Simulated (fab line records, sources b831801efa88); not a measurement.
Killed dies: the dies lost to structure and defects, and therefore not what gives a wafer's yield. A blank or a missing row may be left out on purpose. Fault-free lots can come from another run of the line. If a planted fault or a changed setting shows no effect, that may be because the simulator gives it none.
fab line records	flow sfqLine
record: lots: 7	wafers: 21	lastDay: 96
route steps=325 shown M7@295 I7@296 M8@311
lots untouched by any fault: they come from a run of this same line in which no faults occurred
startH: start of the lot's first displayed wafer, in hours after the record's first day	waitH: hours since the lot's step before	" unchanged from the row above	L1.1+2: one row covering several wafers at once	- either no value or no given start	* or withheld: withheld	< > ~ a bound
route shown NAME@n: NAME is a module with steps in the file, n the number in the route of the first one	usual: average and standard deviation across the fault-free wafers	same: alike in all rows	chamber/n: place in a boat	sites: the reading at each site	_std_site: their standard deviation	_edge_site: outer sites' mean less inner sites'	radiusMm: for every site, how far away it sits from the centre of the wafer	mask NAME#n: copy n	behind: the most recent tool/chamber to have shaped the wafer	hold: the reason the lot was held/the length of the hold in hours/how it ended	device: transistor that didn't switch, given as n, p or np	end of line: the same wafers' tests at the end of the route	a step given without rows: its recipe and nothing more	killed: the dies lost at the first sort to structure and to defects; this is not the yield of the wafer	map: a wafer's dies, marking killed ones x, the rest . and places with no die _
set.NAME: the run value of the setting; set.NAME@STEP: its run value at that earlier step	model.NAME: the simulator's own value behind a step, which no gauge read
lots seen at some steps along the route; tables by step, rows by wafer
services: when a tool's chamber went out of use (startH, in hours from the record's first day, below 0 if earlier), for how many hours, and the reason
== steps ==
step: SFQ_TRILAYER_M7_STRIP_SOLV_CLEAN_182
recipe: chemistry: NMP	tempC: 70	timeS: 600
step: SFQ_TRILAYER_I7_DEP_PECVD_183
recipe: material: SiO2	tempC: 150	timeS: 111.11	pressureTorr: 2.4	rfW: 183.3	precursor: SiH4/N2O	targetThkNm: 500
usual: heaterPowerW: 83/15	throttleValvePct: 24.3/1
lot.wafer	tool	chamber	startH	waitH	heaterPowerW	throttleValvePct
L245.1	pecvd-04	1	1945.57	0.0	63	24.9
L245.4	"	0	"	"	94	24.3
L245.5	"	1	"	"	65	24.9
L246.1	pecvd-02	0	1949.95	0.0	68	24.7
L246.3	"	2	"	"	106	24.4
L246.5	"	0	"	"	71	25.1
L255.2	pecvd-03	2	2185.15	0.0	90	23.6
L255.3	"	1	"	"	88	24.4
L255.4	"	2	"	"	95	23.7
L256.3	pecvd-04	2	2193.96	0.0	92	23.9
L256.4	"	0	"	"	103	24.6
L256.6	"	1	"	"	58	25.1
L257.1	pecvd-04	2	2202.36	0.0	77	23.5
L257.5	"	2	"	"	77	23.6
L257.6	"	1	"	"	72	24.9
L258.2	pecvd-03	0	2207.16	0.0	95	27.3
L258.3	"	2	"	"	88	23.9
L258.4	"	0	"	"	96	27.0
L259.2	pecvd-02	2	2208.36	0.0	94	23.4
L259.3	"	1	"	"	70	22.7
L259.5	"	2	"	"	97	23.4
step: SFQ_TRILAYER_I7_CMP_CMP_184
recipe: material: SiO2	downForcePsi: 3	platenRpm: 60	padVelocityMS: 0.94248
usual: motorCurrentA: 10.5/0.66	timeToEndpointS: 210/8
lot.wafer	tool	chamber	startH	waitH	motorCurrentA	timeToEndpointS
L245.1	cmp-01	1	1946.14	0.5	10.7	213
L245.4	"	2	"	"	8.9	220
L245.5	"	0	1947.64	2.0	10.2	219
L246.3	cmp-02	1	1950.03	0.0	10.6	192
L246.1	"	2	"	"	10.9	207
L246.5	"	2	1952.53	2.5	10.0	210
L255.4	cmp-02	1	2185.23	0.0	9.9	208
L255.3	"	2	"	"	10.1	204
L255.2	"	3	"	"	11.3	209
L256.3	cmp-01	0	2194.54	0.5	9.4	207
L256.4	"	1	"	"	11.9	215
L256.6	"	0	2196.54	2.5	10.0	207
L257.1	cmp-02	3	2203.94	1.5	11.2	207
L257.5	"	0	"	"	10.0	209
L257.6	"	1	"	"	10.7	213
L258.2	cmp-01	3	2207.24	0.0	10.1	187
L258.4	"	1	2208.24	1.0	11.5	207
L258.3	"	2	"	"	9.6	200
L259.2	cmp-02	2	2208.44	0.0	10.8	204
L259.3	"	3	"	"	11.3	203
L259.5	"	2	2210.44	2.0	10.0	202
step: SFQ_I7_BOW_MEAS_946
recipe: mode: bow
usual: I7_BOW: 10/11
lot.wafer	tool	chamber	startH	waitH	I7_BOW[um]
L245.1	filmMetro-04	-	1948.64	2.0	-1
L245.4	"	-	"	"	-1
L245.5	"	-	"	"	12
L246.1	filmMetro-02	-	1953.03	2.0	10
L246.3	"	-	"	"	19
L246.5	"	-	"	"	11
L255.2	filmMetro-02	-	2188.25	1.5	23
L255.3	"	-	"	"	13
L255.4	"	-	"	"	4
L256.3	filmMetro-01	-	2197.08	2.0	15
L256.4	"	-	"	"	5
L256.6	"	-	"	"	11
L257.1	filmMetro-01	-	2205.44	1.0	10
L257.5	"	-	"	"	3
L257.6	"	-	"	"	8
L258.2	filmMetro-02	-	2210.26	2.5	16
L258.3	"	-	"	"	1
L258.4	"	-	"	"	0
L259.2	filmMetro-01	-	2211.46	2.5	25
L259.3	"	-	"	"	33
L259.5	"	-	"	"	31
step: SFQ_TRILAYER_I7_METRO_MEASURE_185
usual: thkNm: 199.3/1.1
lot.wafer	tool	chamber	startH	waitH	thkNm
L245.1	filmMetro-04	-	1948.76	0.1	199.9
L245.4	"	-	"	"	198.6
L245.5	"	-	"	"	199.9
L246.1	filmMetro-02	-	1953.15	0.1	200.6
L246.3	"	-	"	"	199.6
L246.5	"	-	"	"	199.9
L255.2	filmMetro-02	-	2188.55	0.3	199.3
L255.3	"	-	"	"	199.6
L255.4	"	-	"	"	199.9
L256.3	filmMetro-01	-	2197.56	0.5	199.7
L256.4	"	-	"	"	199.7
L256.6	"	-	"	"	200.4
L257.1	filmMetro-01	-	2205.56	0.1	198.5
L257.5	"	-	"	"	199.4
L257.6	"	-	"	"	199.0
L258.2	filmMetro-02	-	2210.56	0.3	196.5
L258.3	"	-	"	"	199.8
L258.4	"	-	"	"	198.7
L259.2	filmMetro-01	-	2211.76	0.3	198.4
L259.3	"	-	"	"	199.7
L259.5	"	-	"	"	199.5
step: SFQ_TRILAYER_I7_VIA_LITHO_COAT_192
recipe: resist: BARC	spinRpm: 3000	resistThkNm: 62
step: SFQ_TRILAYER_I7_VIA_LITHO_COAT_187
recipe: resist: KrF	spinRpm: 3000	resistThkNm: 650
step: SFQ_TRILAYER_I7_VIA_LITHO_SOFTBAKE_191
recipe: tempC: withheld	timeS: withheld	resist: KrF
step: SFQ_TRILAYER_I7_VIA_LITHO_EXPOSE_188
recipe: maskId: I7	na: 0.6	sourceShape: conventional	sigmaOuter: 0.65	targetCdNm: 1000	doseMj: 21.3
step: SFQ_TRILAYER_I7_VIA_LITHO_PEB_190
recipe: pebTempC: 115	pebTimeS: 60	resist: KrF
step: SFQ_TRILAYER_I7_VIA_LITHO_DEVELOP_189
recipe: timeS: 60	resist: KrF
step: SFQ_I7_OVL_MEAS_947
usual: I7_OVL: -4/5.6
lot.wafer	tool	chamber	startH	waitH	I7_OVL[nm]
L245.1	overlay-02	-	1954.14	0.1	-17
L245.4	"	-	"	"	-8
L245.5	"	-	"	"	-11
L246.1	overlay-02	-	1959.97	0.1	-2
L246.3	"	-	"	"	3
L246.5	"	-	"	"	-2
L255.2	overlay-01	-	2278.02	0.1	-19
L255.3	"	-	"	"	-10
L255.4	"	-	"	"	-10
L256.3	overlay-01	-	2287.63	0.1	-9
L256.4	"	-	"	"	-5
L256.6	"	-	"	"	-6
L257.1	overlay-02	-	2297.38	0.1	-7
L257.5	"	-	"	"	-3
L257.6	"	-	"	"	-1
L258.2	overlay-02	-	2299.79	0.1	-6
L258.3	"	-	"	"	-1
L258.4	"	-	"	"	-5
L259.2	overlay-01	-	2300.99	0.1	1
L259.3	"	-	"	"	-13
L259.5	"	-	"	"	-8
step: SFQ_TRILAYER_I7_VIA_BARC_OPEN_VIA_ETCH_260
recipe: maskMaterial: PR	chemistry: O2	targetDepthNm: 125	target: BARC	sourceW: 500	biasW: 80	pressureMtorr: 30	timeS: 41.7
usual: biasW: 80.00/0.23	chamberPressureMTorr: 29.999/0.027	drypumpMotorCurrentA: 5.8/0.41	oesProductAu: 0.685/0.0047
lot.wafer	tool	chamber	startH	waitH	biasW	chamberPressureMTorr	drypumpMotorCurrentA	oesProductAu	rfHoursCounterH	model.KrF_of_TRILAYER_I7_VIA_LITHO_COAT_187.thkNm
L245.1	rieDiel-04	2	1954.18	0.0	80.11	30.059	5.6	0.684	8	573.7
L245.4	"	0	"	"	80.33	29.981	6.2	0.681	7	573.2
L245.5	"	1	"	"	80.40	30.012	6.0	0.679	-	574.6
L246.1	rieDiel-01	3	1960.01	0.0	79.77	29.993	5.2	0.692	3	573.1
L246.3	"	2	"	"	79.92	29.995	5.4	0.680	3	575.1
L246.5	"	0	"	"	80.38	30.040	5.8	0.686	-	573.6
L255.2	rieDiel-04	3	2278.05	0.0	79.86	29.979	5.7	0.678	3	574.6
L255.3	"	2	"	"	80.36	29.970	5.6	0.691	12	573.4
L255.4	"	0	"	"	80.09	29.952	6.2	0.678	13	573.1
L256.3	rieDiel-01	3	2287.65	0.0	-	-	-	-	-	626.8
L256.4	"	1	"	"	-	-	-	-	-	626.1
L256.6	"	2	"	"	-	-	-	-	-	624.6
L257.1	rieDiel-04	1	2297.42	0.0	-	-	-	-	-	623.4
L257.5	"	2	"	"	-	-	-	-	-	624.2
L257.6	"	3	"	"	-	-	-	-	-	623.8
L258.2	rieDiel-02	1	2299.82	0.0	-	-	-	-	-	618.5
L258.3	"	0	"	"	-	-	-	-	-	619.4
L258.4	"	3	"	"	-	-	-	-	-	617.7
L259.2	rieDiel-01	3	2301.02	0.0	79.92	30.005	5.2	0.691	8	576
L259.3	"	1	"	"	79.61	29.973	6.2	0.688	20	575.5
L259.5	"	3	"	"	80.24	30.026	5.2	0.685	-	573.9
step: SFQ_TRILAYER_I7_VIA_ETCH_VIA_ETCH_190
recipe: target: SiO2	stopOn: Nb	maskMaterial: PR	taperDeg: 20	chemistry: CHF3	targetDepthNm: 260	sourceW: 500	biasW: 80	pressureMtorr: 30	timeS: withheld
usual: biasW: 80.00/0.26	chamberPressureMTorr: 30.002/0.027	drypumpMotorCurrentA: 5.8/0.41	oesProductAu: 0.853/0.0054
lot.wafer	tool	chamber	startH	waitH	biasW	chamberPressureMTorr	drypumpMotorCurrentA	oesProductAu	model.KrF_of_TRILAYER_I7_VIA_LITHO_COAT_187.thkNm
L245.1	rieDiel-04	2	1954.22	0.0	79.76	29.960	5.5	0.850	529.5
L245.4	"	0	"	"	80.18	29.977	6.2	0.855	529.2
L245.5	"	1	"	"	79.98	30.035	6.0	0.853	530.1
L246.1	rieDiel-01	3	1960.05	0.0	79.96	29.977	5.2	0.853	527.6
L246.3	"	2	"	"	80.30	30.048	5.4	0.852	530.7
L246.5	"	0	"	"	80.24	30.009	5.8	0.847	530.1
L255.2	rieDiel-04	3	2278.09	0.0	79.67	30.016	5.7	0.853	529.1
L255.3	"	2	"	"	80.49	30.058	5.6	0.852	528.6
L255.4	"	0	"	"	79.64	30.017	6.2	0.855	528.7
L256.3	rieDiel-01	3	2287.69	0.0	79.96	29.963	5.2	0.380	582
L256.4	"	1	"	"	80.19	30.032	6.1	0.383	580.7
L256.6	"	2	"	"	80.49	30.022	5.4	0.371	580
L257.1	rieDiel-04	1	2297.46	0.0	79.64	29.981	6.0	0.376	578.9
L257.5	"	2	"	"	79.83	30.018	5.6	0.371	579.6
L257.6	"	3	"	"	80.39	30.031	5.7	0.378	578.6
L258.2	rieDiel-02	1	2299.86	0.0	79.85	29.988	5.6	0.370	574.7
L258.3	"	0	"	"	80.07	29.995	6.7	0.367	575
L258.4	"	3	"	"	79.80	29.970	5.5	0.376	573.7
L259.2	rieDiel-01	3	2301.06	0.0	80.03	29.970	5.2	0.848	531.6
L259.3	"	1	"	"	79.78	30.028	6.1	0.859	530.6
L259.5	"	3	"	"	79.82	29.995	5.2	0.847	529.1
step: SFQ_TRILAYER_I7_VIA_STRIP_STRIP_191
recipe: gas: O2	powerW: 200	platenTempC: 40	overashFraction: 0.65	chemistry: O2	pressureMtorr: 50
usual: drypumpMotorCurrentA: 6.2/0.46	oesProductAu: 1.002/0.01
lot.wafer	tool	chamber	startH	waitH	drypumpMotorCurrentA	oesProductAu	rfHoursCounterH
L245.1	rieMetal-03	1	1954.33	-	5.3	0.983	124
L245.4	"	0	"	"	6.0	0.997	-
L245.5	"	1	"	"	5.3	0.981	-
L246.1	rieMetal-02	0	1960.16	-	5.6	0.994	21
L246.3	"	0	"	"	5.6	0.986	-
L246.5	"	0	"	"	5.6	0.991	-
L255.2	rieMetal-04	0	2278.21	-	6.7	0.991	80
L255.3	"	1	"	"	6.1	1.002	-
L255.4	"	0	"	"	6.7	1.000	-
L256.3	rieMetal-03	1	2288.01	-	5.2	0.996	-
L256.4	"	0	"	"	6.0	1.004	-
L256.6	"	1	"	"	5.3	0.980	-
L257.1	rieMetal-04	0	2297.57	-	6.7	1.001	82
L257.5	"	0	"	"	6.6	1.002	-
L257.6	"	0	"	"	6.7	1.003	-
L258.2	rieMetal-03	0	2299.97	-	6.0	1.002	12
L258.3	"	0	"	"	6.0	0.994	-
L258.4	"	1	"	"	5.3	0.984	-
L259.2	rieMetal-04	0	2301.37	-	6.7	1.003	-
L259.3	"	0	"	"	6.7	1.017	-
L259.5	"	0	"	"	6.7	0.998	-
step: SFQ_TRILAYER_I7_VIA_STRIP_SOLV_CLEAN_192
recipe: chemistry: NMP	tempC: 70	timeS: 600
step: SFQ_TRILAYER_M8_LITHO_LOR_COAT_197
recipe: resist: lift-off	spinRpm: 3000
step: SFQ_TRILAYER_M8_LITHO_LOR_BAKE_198
recipe: resist: lift-off	tempC: withheld	timeS: withheld
step: SFQ_TRILAYER_M8_LITHO_COAT_193
recipe: resist: KrF	spinRpm: 3000	resistThkNm: 600
step: SFQ_TRILAYER_M8_LITHO_SOFTBAKE_199
recipe: tempC: withheld	timeS: withheld	resist: KrF
step: SFQ_TRILAYER_M8_LITHO_EXPOSE_194
recipe: maskId: M8	na: 0.6	sourceShape: conventional	sigmaOuter: 0.65	targetCdNm: 2000	doseMj: 14.4
usual: exposureDoseMJCm2: 14.397/0.013	focusOffsetNm: 0.1/0.48
lot.wafer	tool	chamber	startH	waitH	mask	exposureDoseMJCm2	focusOffsetNm
L245.1	krfScanner-02	0	2062.01	-	M8#0	14.387	-0.1
L245.4	"	0	"	"	M8#0	14.419	0.1
L245.5	"	0	"	"	M8#0	14.399	-0.2
L246.1	krfScanner-01	0	2066.89	-	M8#0	14.419	-0.6
L246.3	"	0	"	"	M8#0	14.409	0.2
L246.5	"	0	"	"	M8#0	14.393	0.4
L255.2	krfScanner-02	0	2280.50	-	M8#0	14.401	0.9
L255.3	"	0	"	"	M8#0	14.411	0.3
L255.4	"	0	"	"	M8#0	14.375	-0.7
L256.3	krfScanner-02	-	2290.28	-	M8#0	-	-
L256.4	"	-	"	"	M8#0	-	-
L256.6	"	-	"	"	M8#0	-	-
L257.1	krfScanner-01	-	2300.37	-	M8#0	-	-
L257.5	"	-	"	"	M8#0	-	-
L257.6	"	-	"	"	M8#0	-	-
L258.2	krfScanner-01	-	2304.16	-	M8#0	-	-
L258.3	"	-	"	"	M8#0	-	-
L258.4	"	-	"	"	M8#0	-	-
L259.2	krfScanner-01	0	2305.36	-	M8#0	14.393	-0.6
L259.3	"	0	"	"	M8#0	14.393	0.1
L259.5	"	0	"	"	M8#0	14.403	-0.8
step: SFQ_TRILAYER_M8_LITHO_PEB_196
recipe: pebTempC: 115	pebTimeS: 60	resist: KrF
step: SFQ_TRILAYER_M8_LITHO_DEVELOP_195
recipe: imgClearS: 15	timeS: 55	resist: KrF
step: SFQ_M8_OVL_MEAS_948
usual: M8_OVL: 1/5.7
lot.wafer	tool	chamber	startH	waitH	M8_OVL[nm]
L245.1	overlay-01	-	2063.51	0.1	-1
L245.4	"	-	"	"	-2
L245.5	"	-	"	"	4
L246.1	overlay-02	-	2068.38	0.1	3
L246.3	"	-	"	"	-1
L246.5	"	-	"	"	2
L255.2	overlay-01	-	2281.79	0.1	7
L255.3	"	-	"	"	-4
L255.4	"	-	"	"	2
L256.3	overlay-01	-	2291.38	0.1	-
L256.4	"	-	"	"	-
L256.6	"	-	"	"	-
L257.1	overlay-02	-	2301.86	0.1	-
L257.5	"	-	"	"	-
L257.6	"	-	"	"	-
L258.2	overlay-02	-	2305.45	0.1	-
L258.3	"	-	"	"	-
L258.4	"	-	"	"	-
L259.2	overlay-01	-	2306.65	0.1	6
L259.3	"	-	"	"	3
L259.5	"	-	"	"	-1
step: SFQ_TRILAYER_M8_DEP_EVAP_197
recipe: material: Ti	angularSpreadDeg: 1	targetThkNm: 20	timeS: 100	powerW: 2000
step: SFQ_TRILAYER_M8_DEP_EVAP_198
recipe: material: Pt	angularSpreadDeg: 1	targetThkNm: 50	timeS: 250	powerW: 2000
step: SFQ_TRILAYER_M8_DEP_EVAP_196
recipe: material: Au	angularSpreadDeg: 1	targetThkNm: 180	timeS: 900	powerW: 2000
step: SFQ_M8_RS_MEAS_949
recipe: thkMeasGauge: four-point-probe	reads: Au_of_TRILAYER_M8_DEP_EVAP_196+Pt_of_TRILAYER_M8_DEP_EVAP_198+Ti_of_TRILAYER_M8_DEP_EVAP_197
usual: M8_AU_RS: 0.1540/0.0018
lot.wafer	tool	chamber	startH	waitH	M8_AU_RS[ohm/sq]
L245.1	filmMetro-01	-	2064.29	0.3	0.1526
L245.4	"	-	"	"	0.1533
L245.5	"	-	"	"	0.1538
L246.1	filmMetro-02	-	2069.16	0.3	0.1543
L246.3	"	-	"	"	0.1534
L246.5	"	-	"	"	0.1535
L255.2	filmMetro-03	-	2282.59	0.3	0.1518
L255.3	"	-	"	"	0.1532
L255.4	"	-	"	"	0.1527
L256.3	filmMetro-03	-	2292.19	0.3	0.1563
L256.4	"	-	"	"	0.1582
L256.6	"	-	"	"	0.1563
L257.1	filmMetro-03	-	2302.64	0.3	0.1559
L257.5	"	-	"	"	0.1564
L257.6	"	-	"	"	0.1562
L258.2	filmMetro-03	-	2306.25	0.3	0.1557
L258.3	"	-	"	"	0.1562
L258.4	"	-	"	"	0.1580
L259.2	filmMetro-01	-	2307.45	0.3	0.1525
L259.3	"	-	"	"	0.1538
L259.5	"	-	"	"	0.1521
step: SFQ_M8_THK_MEAS_950
recipe: thkMeasGauge: xrf	reads: Au_of_TRILAYER_M8_DEP_EVAP_196
usual: M8_AU_THK: 177.0/2.6
lot.wafer	tool	chamber	startH	waitH	M8_AU_THK[nm]
L245.1	filmMetro-01	-	2064.41	0.1	179.4
L245.4	"	-	"	"	179.1
L245.5	"	-	"	"	177.4
L246.1	filmMetro-02	-	2069.28	0.1	175.7
L246.3	"	-	"	"	177.4
L246.5	"	-	"	"	177.4
L255.2	filmMetro-03	-	2282.70	0.1	178.2
L255.3	"	-	"	"	176.5
L255.4	"	-	"	"	176.3
L256.3	filmMetro-03	-	2292.29	0.1	171.7
L256.4	"	-	"	"	171.3
L256.6	"	-	"	"	172.3
L257.1	filmMetro-03	-	2302.76	0.1	172.9
L257.5	"	-	"	"	171.8
L257.6	"	-	"	"	172.5
L258.2	filmMetro-03	-	2306.36	0.1	172.3
L258.3	"	-	"	"	172.7
L258.4	"	-	"	"	170.4
L259.2	filmMetro-01	-	2307.56	0.1	180.6
L259.3	"	-	"	"	179.7
L259.5	"	-	"	"	181.2
step: SFQ_TRILAYER_M8_LIFTOFF_LIFTOFF_197
recipe: tempC: 80	timeS: 600	chemistry: NMP
step: SFQ_M8_BOW_MEAS_951
recipe: mode: bow
usual: M8_BOW: 11/11
lot.wafer	tool	chamber	startH	waitH	M8_BOW[um]	model.etest.m8.ohmSq	model.etest.i7.linkOhm
L245.1	filmMetro-03	-	2064.64	0.0	0	0.1528	1.057
L245.4	"	-	"	"	0	0.1532	1.053
L245.5	"	-	"	"	13	0.1538	1.056
L246.1	filmMetro-03	-	2069.52	0.0	12	0.1542	1.078
L246.3	"	-	"	"	20	0.1534	1.06
L246.5	"	-	"	"	11	0.1528	1.063
L255.2	filmMetro-01	-	2282.94	0.0	26	0.1519	1.055
L255.3	"	-	"	"	15	0.153	1.06
L255.4	"	-	"	"	6	0.153	1.041
L256.3	filmMetro-01	-	2292.55	0.0	16	1e+06	1e+06
L256.4	"	-	"	"	5	1e+06	1e+06
L256.6	"	-	"	"	13	1e+06	1e+06
L257.1	filmMetro-01	-	2303.00	0.0	10	1e+06	1e+06
L257.5	"	-	"	"	4	1e+06	1e+06
L257.6	"	-	"	"	8	1e+06	1e+06
L258.2	filmMetro-03	-	2306.60	0.0	18	1e+06	1e+06
L258.3	"	-	"	"	1	1e+06	1e+06
L258.4	"	-	"	"	2	1e+06	1e+06
L259.2	filmMetro-03	-	2307.80	0.0	27	0.1526	1.033
L259.3	"	-	"	"	33	0.1535	1.032
L259.5	"	-	"	"	32	0.1519	1.036
== services ==
tool	chamber	startH	hours	kind
cmp-02	-	1939.11	4.0	pm
krfScanner-01	-	1952.67	1.0	pm
rieDiel-01	-	1957.74	0.3	repair
krfScanner-01	-	1966.10	0.8	pm
rieDiel-04	2	1995.59	6.8	repair
rieDiel-01	2	2003.07	9.6	repair
krfScanner-01	-	2003.85	3.6	pm
cmp-02	-	2011.41	7.0	pm
rieDiel-04	0	2023.11	10.8	repair
krfScanner-01	-	2027.09	1.3	pm
krfScanner-01	-	2028.96	0.3	repair
rieDiel-04	3	2050.54	64.8	repair
rieDiel-04	2	2050.72	3.5	repair
krfScanner-01	-	2070.88	0.5	repair
cmp-02	-	2086.71	0.4	repair
cmp-02	-	2099.58	1.2	repair
krfScanner-01	-	2121.54	1.0	pm
cmp-02	-	2135.41	0.6	repair
rieDiel-04	2	2158.06	22.3	repair
krfScanner-01	-	2177.97	7.8	repair
rieDiel-01	-	2198.80	0.5	repair
rieDiel-01	1	2202.92	4.6	repair
krfScanner-01	-	2203.07	1.3	pm
rieDiel-01	0	2204.96	3.5	repair
== key ==
firstSign: step: SFQ_TRILAYER_I7_VIA_BARC_OPEN_VIA_ETCH_260	reading: toolRecord	direction: missing
effect: step: SFQ_TRILAYER_I7_VIA_ETCH_VIA_ETCH_190	reading: oesProductAu	direction: down	sigmas: 88	usual: 0.853	struck: 0.374
effect: step: SFQ_TRILAYER_M8_LITHO_EXPOSE_194	reading: toolRecord	direction: missing
effect: step: SFQ_M8_OVL_MEAS_948	reading: M8_OVL	direction: missing
modelEffect: step: SFQ_TRILAYER_I7_VIA_BARC_OPEN_VIA_ETCH_260	value: KrF_of_TRILAYER_I7_VIA_LITHO_COAT_187.thkNm	without: 571.5	struck: 622.7
modelEffect: step: SFQ_TRILAYER_I7_VIA_ETCH_VIA_ETCH_190	value: KrF_of_TRILAYER_I7_VIA_LITHO_COAT_187.thkNm	without: 526.9	struck: 578.1
modelEffect: step: SFQ_M8_BOW_MEAS_951	value: etest.m8.ohmSq	without: 0.1564	struck: 1e+06
metAt SFQ_TRILAYER_I7_VIA_BARC_OPEN_VIA_ETCH_260
struckWafers L256.3,L256.4,L256.6,L257.1,L257.5,L257.6,L258.2,L258.3,L258.4
onsetBetween 2278.05 2287.65
fault: kind: skippedStepWhole	tool: rieDiel-01,rieDiel-02,rieDiel-04	chamber: -	onsetH: 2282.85	steps: SFQ_TRILAYER_I7_VIA_BARC_OPEN_VIA_ETCH_260	scope: struckLotsOnly
